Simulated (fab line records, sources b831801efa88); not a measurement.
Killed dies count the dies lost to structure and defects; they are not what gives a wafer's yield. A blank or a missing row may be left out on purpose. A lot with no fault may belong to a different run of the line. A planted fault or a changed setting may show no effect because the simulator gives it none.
A struck lot beside a sound one + flow sky130 + 16 out of 708 route steps
Sound: these wafers, L157.1, L157.5, L157.6. Wafers struck: L167.3, L167.4, L167.6. The cause comes at the end.
Each step with rows lists, per side, the tool, then ch with its chambers, then its first start. Under that, the readings that differ: sound wafers + struck wafers + difference of the means + sigmas: that difference in standard deviations of wafers without a fault.
alike: same words and numbers on both sides, and readings whose means sit less than 2 such deviations apart. not compared: any withheld reading, any reading some wafer has no value for, any bound like >300 that may hide the same value, and any number with overlapping values for which the record gives no deviation.
A row with sigmas, a row that says differs or no value, or rows on one side alone: a step with any of these is where the two part. Numbers that don't overlap but have no deviation are shown without sigmas and don't part them. Lack of a reading on every wafer of one side parts them only where that side has two or more wafers.

first, 8 steps without rows for these wafers: SKY_CONTACT_DEHYDRATE_06 (time 60 s); SKY_CONTACT_HMDS_07 (prime time 60 s); SKY_CONTACT_COAT_08 (resist thk 60 nm); SKY_CONTACT_COAT_09 (resist thk 450 nm); SKY_CONTACT_SOFTBAKE_10 (time 90 s); SKY_CONTACT_EXPOSE_11 (exposes mask CTM1, target cd 170 nm); SKY_CONTACT_PEB_12; SKY_CONTACT_DEVELOP_13 (develop time 60 s).
SKY_CONTACT_CD_MEAS_14: the cd target is 170 nm.
  sound on cd sem-02, day 34 23:51; struck on cd sem-02, day 37 14:47
| reading    | sound             | struck            | difference | sigmas |
|------------|-------------------|-------------------|------------|--------|
| cd nm (nm) | 167.5 167.1 167.1 | 170.4 171.0 171.9 | +3.9       | +2     |
SKY_CONTACT_OVL_MEAS_15:
  sound on overlay-02, day 34 23:58; struck on overlay-01, day 37 14:53
  alike: CONTACT_OVL
SKY_CONTACT_ETCH_16: etches BARC in N2/H2, stops on SiO2, time 45.9 s, target depth 60 nm.
  sound on rie diel-04 ch 0,1,3, day 35 00:00; struck on rie diel-04 ch 0,1,3, day 37 14:55
  alike: bias w, drypump motor current A, h2 flow sccm, oes product au, throttle valve pct
  not compared: rf hours counter h
SKY_CONTACT_ETCH_17: etches SiO2 in C4F8/O2/Ar, stops on Si3N4, target depth 340 nm.
  sound on rie diel-04 ch 0,1,3, day 35 00:03; struck on rie diel-04 ch 0,1,3, day 37 14:57
  alike: bias w, oes product au
SKY_CONTACT_ETCH_18: etches Si3N4 in CHF3/O2, stops on TiN, time 39 s, target depth 75 nm.
  sound on rie diel-04 ch 0,1,3, day 35 00:00; struck on rie diel-04 ch 0,1,3, day 37 14:00
| reading                                                | sound             | struck            | difference | sigmas      |
|--------------------------------------------------------|-------------------|-------------------|------------|-------------|
| bias w (W)                                             | 199.7 199.4 198.9 | 303.5 303.2 303.9 | +104.2     | +99 or more |
| model.KrF-thick_of_CONTACT_COAT_09.thk nm (nm)         | 241.1 241.5 240.1 | 230.9 232.5 229.1 | -10.1      |             |
| model.TiN_of_LOCAL_INTERCONNECT_SPUTTER_00.thk nm (nm) | 99.75 100 100.6   | 99.44 97.58 95.96 | -2.46      |             |
  alike: drypump motor current A, oes product au, throttle valve pct
  not compared: rf hours counter h
SKY_CONTACT_STRIP_19: strips in O2/N2.
  sound on plasma asher-03 ch 0,1, day 35 00:08; struck on plasma asher-02 ch 0,1, day 37 15:04
| reading                      | sound          | struck         | difference | sigmas |
|------------------------------|----------------|----------------|------------|--------|
| strip time to endpoint s (s) | 3.59 3.58 3.59 | 3.49 3.50 3.47 | -0.10      | -3     |
  alike: drypump motor current A, oes product au
  not compared: rf hours counter h
then, 1 step without rows for these wafers: SKY_CONTACT_STRIP_20 (strips in post etch residue remover, time 1200 s).
-- the record jumps here: 13 days lie between the struck wafers' starts before and after (it left off in module CONTACT and takes up again in module PAD_OPEN, whose first step shown is number 708 of the route) --
SKY_PAD_OPEN_PROBE_99:
  sound on prober-01, day 48 09:28; struck on prober-01, day 50 04:11
  alike: killed_at_M0_to_M3, killed_at_M4_up, killed at contacts, killed at front end, killed at other, killed dies, killed open, killed short

## WHERE THEY PART
Last at SKY_CONTACT_STRIP_19 as far as this record goes, first at SKY_CONTACT_CD_MEAS_14. Later steps at which nothing parts them and some readings are alike: SKY_PAD_OPEN_PROBE_99.

WHY: the cause the simulator had injected
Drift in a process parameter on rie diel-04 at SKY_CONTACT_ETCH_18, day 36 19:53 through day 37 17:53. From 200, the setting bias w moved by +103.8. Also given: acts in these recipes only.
